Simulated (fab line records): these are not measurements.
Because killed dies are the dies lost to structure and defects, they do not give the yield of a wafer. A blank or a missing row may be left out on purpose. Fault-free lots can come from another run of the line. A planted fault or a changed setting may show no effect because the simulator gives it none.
2 desks looking at one fault ; flow gf180mcu ; every desk sees just its own numbers, and what lay behind them comes last

== AT THE METROLOGY DESK ==
What the gauges read, lot by lot, whatever tool the lot ran on: means of the sampled wafers that have a number. Any lot whose mean is over 4 standard deviations away from the usual mean is out of limits and marked OUT; that distance is given in the brackets.
Columns: A = V1_OVL at GF_V1_OVL_MEAS_15, usual -2 nm; B = V2_CVD_00_THK at GF_V2_THK_MEAS_01, usual 599 nm
lot;first seen here;A;B
L151;day 18 17:53;3;606
L150;day 18 20:19;2;599
L152;day 19 15:18;-4;594
L153;day 20 04:21;2;601
L155;day 21 01:41;-7;604
L157;day 21 12:19;-2;609
L159;day 22 06:34;2;593
L160;day 22 14:19;-6;596
L164;day 23 18:28;7;594
L167;day 24 15:55;-3;603
L168;day 24 19:31;-1;587
L170;day 25 08:43;-4;605
L171;day 25 19:34;-6;595
L172;day 26 03:28;2;602
This desk's finding: nothing out of limits on any of the 14 lots.

== THE TOOL OWNER'S DESK: implanter-04 ==
For each lot that ran on this tool, the mean over its sampled wafers that have a number, from the tool's own readings at GF_HV_LDD_IMPLANT_36. Any lot whose mean is over 4 standard deviations away from the usual mean is out of limits and marked OUT; that distance is given in the brackets.
Columns: A = beamEnergyKeV at GF_HV_LDD_IMPLANT_36, usual 59.998
lot;first seen here;A
L150;day 12 02:29;59.984
L160;day 15 08:04;60.012
L167;day 17 08:39;57.812 (-99 or more) OUT
L168;day 17 15:47;57.815 (-99 or more) OUT
Finding of this desk: L167, L168 out of limits; the first was L167 at day 17 08:39, on beamEnergyKeV at GF_HV_LDD_IMPLANT_36. In limits: L150, L160.

== BROUGHT TOGETHER ==
At day 17 08:39, on L167, L168, the tool owner's desk was in a position to raise an alarm.
From the metrology desk's view, nothing was out of limits.
The metrology desk holds a record of L167, L168, inside its limits.
GF_HV_LDD_IMPLANT_36 was run on implanter-04 by each of the lots named.

== WHAT THE SIMULATOR HAD INSERTED ==
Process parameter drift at GF_HV_LDD_IMPLANT_36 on implanter-04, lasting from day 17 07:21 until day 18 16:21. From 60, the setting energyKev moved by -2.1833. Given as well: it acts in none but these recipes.
Struck lots among those shown: L167, L168.
Delay in hours, fault start to first out-of-limits reading, by desk: the tool owner's desk at 1.
